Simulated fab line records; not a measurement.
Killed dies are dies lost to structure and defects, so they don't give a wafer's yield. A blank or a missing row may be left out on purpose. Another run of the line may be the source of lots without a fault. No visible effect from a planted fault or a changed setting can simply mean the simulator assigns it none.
fab line records | flow sky130
record: lots: 11 wafers: 33 lastDay: 50
route steps=708 shown LOCAL_INTERCONNECT@400 CONTACT@429 METAL1@435
lots that met no fault: from a run of the same line without faults
startH: start of the lot's first displayed wafer, in hours after the record's first day | waitH: time in hours since the lot's previous step | " unchanged from the row above | L1.1+2: one row covering several wafers at once | - no value, or no start was given | * or withheld: withheld | < > ~ a bound
route shown NAME@n: a module of which the file shows steps, and the number in the route of the first | usual: average and standard deviation across the fault-free wafers | same: alike in all rows | chamber/n: place in a boat | sites: per-site readings | _std_site: how widely they spread, as a standard deviation | _edge_site: the outer-site mean with the inner-site mean subtracted | radiusMm: for every site, how far away it sits from the centre of the wafer | mask NAME#n: copy n | behind: the tool/chamber that last shaped the wafer | hold: the reason the lot was held/the length of the hold in hours/how it ended | device: transistor that didn't switch, given as n, p or np | end of line: the same wafers' tests at the end of the route | step lacking rows: just its recipe | killed: count of dies lost to structure and defects at first sort (not the wafer's yield) | map: a wafer's dies, marking killed ones x, the rest . and places with no die _
set.NAME: setting as actually run; set.NAME@STEP: the setting as run at that earlier step | model.NAME: the simulator's own value behind a step, which no gauge read
a sample of lots followed through the steps of the route, with each step as a table and each wafer as a row
services: when a tool's chamber went out of use (startH, in hours from the record's first day, below 0 if earlier), for how many hours, and the reason
== steps ==
step: SKY_LOCAL_INTERCONNECT_ETCH_13
recipe: chemistry: N2/H2 target: BARC ionEnergyEv: 200 biasW: 100 pressureMtorr: 30 n2FlowSccm: 100 h2FlowSccm: 200 icpW: 500 stopOn: SiO2 timeS: 45.9 targetDepthA: 600
usual: chamberPressureMTorr: 30.001/0.025 drypumpMotorCurrentA: 5.72/0.29 oesProductAu: 0.854/0.0047 rfFwdPowerW: 495.7/2.3 throttleValvePct: 13.224/0.0089
columns lot.wafer tool chamber startH waitH chamberPressureMTorr drypumpMotorCurrentA oesProductAu rfFwdPowerW rfHoursCounterH throttleValvePct
L275.2 rieMetal-02 0 698.44 0.0 30.013 5.70 0.858 496.2 8 13.232
L275.3 " 1 " " 30.024 5.47 0.859 497.5 - 13.233
L275.4 " 0 " " 29.994 5.70 0.862 498.5 - 13.213
L276.3 rieMetal-03 1 713.64 0.0 30.023 5.61 0.858 496.7 - 13.214
L276.5 " 1 " " 30.023 5.63 0.857 495.0 - 13.227
L276.6 " 0 " " 29.994 5.62 0.851 491.7 - 13.223
L277.2 rieMetal-04 1 717.74 0.0 30.010 5.48 0.854 497.0 - 13.233
L277.4 " 1 " " 29.985 5.49 0.850 498.2 - 13.223
L277.6 " 1 " " 30.010 5.49 0.862 498.0 - 13.230
L281.1 rieMetal-04 1 753.27 0.0 30.008 5.45 0.850 495.5 11 13.240
L281.3 " 1 " " 30.047 5.47 0.851 495.2 - 13.225
L281.5 " 1 " " 30.017 5.47 0.856 496.1 - 13.222
L280.1 rieMetal-04 0 763.37 0.0 30.016 6.18 0.856 495.0 1 13.217
L280.3 " 1 " " 29.969 5.49 0.852 494.4 - 13.204
L280.4 " 0 " " 29.991 6.17 0.857 495.5 - 13.215
L282.1 rieMetal-04 1 768.82 0.0 29.976 5.46 0.858 497.7 11 13.236
L282.2 " 0 " " 30.035 6.19 0.846 494.8 1 13.228
L282.4 " 0 " " 29.997 6.15 0.854 495.7 - 13.206
L283.2 rieMetal-02 1 773.87 0.0 29.965 5.46 0.856 495.7 1 13.226
L283.4 " 1 " " 30.014 5.46 0.848 496.3 - 13.223
L283.6 " 0 " " 29.966 5.69 0.849 495.6 - 13.236
L284.3 rieMetal-03 0 783.54 0.0 29.987 5.63 0.852 487.7 - 13.224
L284.4 " 1 " " 29.982 5.61 0.855 496.9 - 13.216
L284.5 " 0 " " 30.018 5.62 0.861 488.0 - 13.219
L285.3 rieMetal-04 1 788.99 0.0 30.013 5.47 0.862 497.7 - 13.225
L285.4 " 0 " " 30.019 6.19 0.855 497.4 - 13.219
L285.5 " 1 " " 30.038 5.47 0.853 496.8 - 13.232
L291.2 rieMetal-04 1 831.99 0.0 30.018 5.49 0.854 495.7 14 13.213
L291.3 " 0 " " 30.017 6.16 0.859 495.9 - 13.226
L291.6 " 1 " " 29.996 5.48 0.850 495.7 - 13.253
L296.1 rieMetal-04 1 871.57 0.0 29.982 5.49 0.861 497.9 16 13.215
L296.4 " 0 " " 29.998 6.17 0.846 497.1 - 13.237
L296.5 " 1 " " 30.031 5.47 0.855 496.5 - 13.222
step: SKY_CONTACT_SPUTTER_23
recipe: material: TiN targetThkNm: 20 chamberPressurePa: 5 powerW: 4000 timeS: 80
usual: cathodeDcPowerW: 3999.9/0.73 throttleValvePct: 30.0/0.86
columns lot.wafer tool chamber startH waitH cathodeDcPowerW throttleValvePct
L275.2 pvdSputter-02 - 729.51 0.0 3999.6 30.5
L275.3 " - " " 3999.2 28.6
L275.4 " - " " 4000.1 29.9
L276.3 pvdSputter-01 - 743.47 0.0 3998.7 31.3
L276.5 " - " " 3999.1 30.2
L276.6 " - " " 3999.7 28.7
L277.2 pvdSputter-01 - 747.52 0.0 3999.8 29.3
L277.4 " - " " 4000.1 30.8
L277.6 " - " " 4001.1 28.5
L281.1 pvdSputter-03 - 781.85 0.0 3998.7 30.2
L281.3 " - " " 4000.4 29.6
L281.5 " - " " 4000.3 30.0
L280.1 pvdSputter-01 - 792.08 0.0 4000.5 31.2
L280.3 " - " " 3999.2 28.4
L280.4 " - " " 4000.2 29.3
L282.1 pvdSputter-03 - 797.12 0.0 3999.5 29.9
L282.2 " - " " 4001.7 30.4
L282.4 " - " " 3999.0 31.3
L283.2 pvdSputter-02 - 802.65 0.0 3998.8 29.8
L283.4 " - " " 4000.6 30.5
L283.6 " - " " 3998.8 28.4
L284.3 pvdSputter-02 - 811.92 0.0 4001.3 29.7
L284.4 " - " " 3999.1 28.9
L284.5 " - " " 3998.8 28.7
L285.3 pvdSputter-01 - 817.54 0.0 4000.3 28.5
L285.4 " - " " 3999.3 31.6
L285.5 " - " " 4000.1 29.2
L291.2 pvdSputter-02 - 860.37 0.0 4000.4 29.7
L291.3 " - " " 4000.0 28.7
L291.6 " - " " 4000.3 29.9
L296.1 pvdSputter-01 - 899.77 0.0 4000.1 30.2
L296.4 " - " " 3999.8 28.6
L296.5 " - " " 3999.5 30.4
step: SKY_METAL1_SPUTTER_01
recipe: material: TiN targetThkNm: 20 powerW: 6500 timeS: 16.7 chamberPressurePa: 0.4
usual: cathodeDcPowerW: 6500.2/1.1 throttleValvePct: 29.8/0.98
columns lot.wafer tool chamber startH waitH cathodeDcPowerW throttleValvePct
L275.2 pvdSputter-01 - 730.18 0.0 6500.7 31.3
L275.3 " - " " 6500.8 30.3
L275.4 " - " " 6499.5 28.7
L276.3 pvdSputter-02 - 744.15 0.0 6497.4 30.3
L276.5 " - " " 6499.4 28.6
L276.6 " - " " 6499.1 30.1
L277.2 pvdSputter-02 - 748.20 0.0 6498.5 30.7
L277.4 " - " " 6500.6 29.9
L277.6 " - " " 6499.6 30.1
L281.1 pvdSputter-02 - 782.52 0.0 6501.3 28.7
L281.3 " - " " 6500.8 29.8
L281.5 " - " " 6500.2 30.3
L280.1 pvdSputter-04 - 792.86 0.0 6501.6 31.6
L280.3 " - " " 6500.8 30.2
L280.4 " - " " 6501.6 30.5
L282.1 pvdSputter-01 - 797.80 0.0 6501.3 31.4
L282.2 " - " " 6499.8 29.3
L282.4 " - " " 6499.4 28.8
L283.2 pvdSputter-01 - 803.32 0.0 6499.5 31.6
L283.4 " - " " 6499.6 30.3
L283.6 " - " " 6500.8 28.4
L284.3 pvdSputter-04 - 812.59 0.0 6500.0 31.0
L284.4 " - " " 6503.0 31.4
L284.5 " - " " 6500.3 30.2
L285.3 pvdSputter-01 - 818.21 0.0 6501.3 29.0
L285.4 " - " " 6499.4 28.6
L285.5 " - " " 6499.3 28.6
L291.2 pvdSputter-01 - 861.04 0.0 6498.2 29.3
L291.3 " - " " 6501.4 30.2
L291.6 " - " " 6768.5 31.3
L296.1 pvdSputter-02 - 900.45 0.0 6502.8 30.0
L296.4 " - " " 6501.0 30.1
L296.5 " - " " 6500.3 29.9
step: SKY_METAL1_STRIP_20
recipe: chemistry: O2/N2 powerW: 1400 pressureMtorr: 1500 platenTempC: withheld o2FlowSccm: 3000 n2FlowSccm: 300 overashFraction: 0.5
usual: chamberPressureMTorr: 1499.9/1.2 drypumpMotorCurrentA: 5.9/0.54 oesProductAu: 0.345/0.0052 stripTimeToEndpointS: 2.74/0.045
columns lot.wafer tool chamber startH waitH chamberPressureMTorr drypumpMotorCurrentA oesProductAu rfHoursCounterH stripTimeToEndpointS
L275.2 plasmaAsher-04 1 757.05 0.1 1500.4 4.9 0.337 66 2.72
L275.3 " 1 " " 1498.5 4.9 0.345 - 2.63
L275.4 " 0 " " 1500.4 6.4 0.352 - 2.73
L276.3 plasmaAsher-04 0 771.58 0.1 1498.8 6.4 0.349 - 2.75
L276.5 " 0 " " 1499.0 6.4 0.343 - 2.75
L276.6 " 1 " " 1499.1 4.9 0.352 - 2.77
L277.2 plasmaAsher-04 0 775.10 0.1 1498.4 6.3 0.343 68 2.74
L277.4 " 1 " " 1499.3 4.9 0.344 - 2.67
L277.6 " 0 " " 1499.2 6.4 0.344 - 2.68
L281.1 plasmaAsher-02 1 809.75 0.1 1500.8 6.4 0.346 7 2.80
L281.3 " 0 " " 1502.9 5.8 0.343 - 2.70
L281.5 " 0 " " 1501.0 5.8 0.347 - 2.74
L280.1 plasmaAsher-03 1 820.05 0.1 1501.1 6.1 0.347 104 2.78
L280.3 " 1 " " 1500.8 6.0 0.345 - 2.80
L280.4 " 0 " " 1499.9 6.0 0.337 - 2.71
L282.1 plasmaAsher-04 0 825.20 0.1 1499.6 6.3 0.345 72 2.77
L282.2 " 1 " " 1498.0 5.0 0.342 72 2.78
L282.4 " 0 " " 1499.7 6.4 0.346 - 2.77
L283.2 plasmaAsher-02 0 830.40 0.1 1498.1 5.8 0.344 9 2.80
L283.4 " 1 " " 1501.4 6.5 0.340 - 2.79
L283.6 " 0 " " 1499.1 5.8 0.347 - 2.76
L284.3 plasmaAsher-04 1 839.39 0.1 1499.4 4.9 0.346 - 2.73
L284.4 " 0 " " 1500.3 6.4 0.345 - 2.73
L284.5 " 0 " " 1498.7 6.3 0.342 - 2.71
L285.3 plasmaAsher-04 1 845.59 0.1 1498.6 4.9 0.347 - 2.76
L285.4 " 0 " " 1502.9 6.3 0.343 - 2.68
L285.5 " 1 " " 1499.2 4.9 0.354 - 2.74
L291.2 plasmaAsher-03 1 886.55 0.1 1500.9 6.0 0.347 111 2.78
L291.3 " 0 " " 1498.4 6.0 0.354 - 2.76
L291.6 " 0 " " 1500.8 6.0 0.345 - 2.74
L296.1 plasmaAsher-03 0 925.94 0.2 1499.4 6.0 0.346 115 2.72
L296.4 " 1 " " 1499.5 6.0 0.346 - 2.73
L296.5 " 1 " " 1499.5 6.1 0.343 - 2.72
== services ==
columns tool chamber startH hours kind
plasmaAsher-04 - 675.47 1.3 repair
pvdSputter-04 - 677.94 1.8 repair
rieMetal-03 0 687.07 11.8 repair
pvdSputter-01 - 694.46 8.7 repair
rieMetal-03 - 697.47 15.6 pm
rieMetal-04 - 731.55 0.4 repair
plasmaAsher-02 - 733.75 9.0 pm
pvdSputter-01 - 737.42 0.8 repair
plasmaAsher-02 - 746.44 0.7 repair
pvdSputter-04 - 766.76 3.1 repair
rieMetal-02 - 779.99 0.4 repair
rieMetal-04 1 780.60 1.7 repair
rieMetal-03 0 794.14 15.6 repair
plasmaAsher-04 - 795.43 0.9 repair
plasmaAsher-04 - 798.10 9.4 repair
rieMetal-02 - 800.46 2.8 pm
plasmaAsher-04 - 807.52 9.4 repair
plasmaAsher-02 - 810.31 1.3 repair
rieMetal-04 0 839.96 4.4 repair
pvdSputter-01 - 840.20 2.1 repair
pvdSputter-02 - 840.35 2.9 repair
rieMetal-03 1 841.16 13.1 repair
plasmaAsher-04 - 884.23 14.6 pm
plasmaAsher-03 - 908.67 0.4 repair
== key ==
firstSign: step: SKY_METAL1_SPUTTER_01 reading: cathodeDcPowerW direction: up sigmas: 99+ usual: 6500.2 struck: 6768.5
effect none on later readings
metAt SKY_METAL1_SPUTTER_01
struckLots L291
struckWafers L291.6
notActingAt SKY_LOCAL_INTERCONNECT_ETCH_13,SKY_CONTACT_SPUTTER_23,SKY_METAL1_STRIP_20
onsetBetween 803.32 861.04
fault: kind: processParameterDrift tool: pvdSputter-01 chamber: - onsetH: 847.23 steps: SKY_METAL1_SPUTTER_01 channel: powerW offset: * shape: step endH: 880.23 actsIn: * stated: * scope: struckWafersOnly
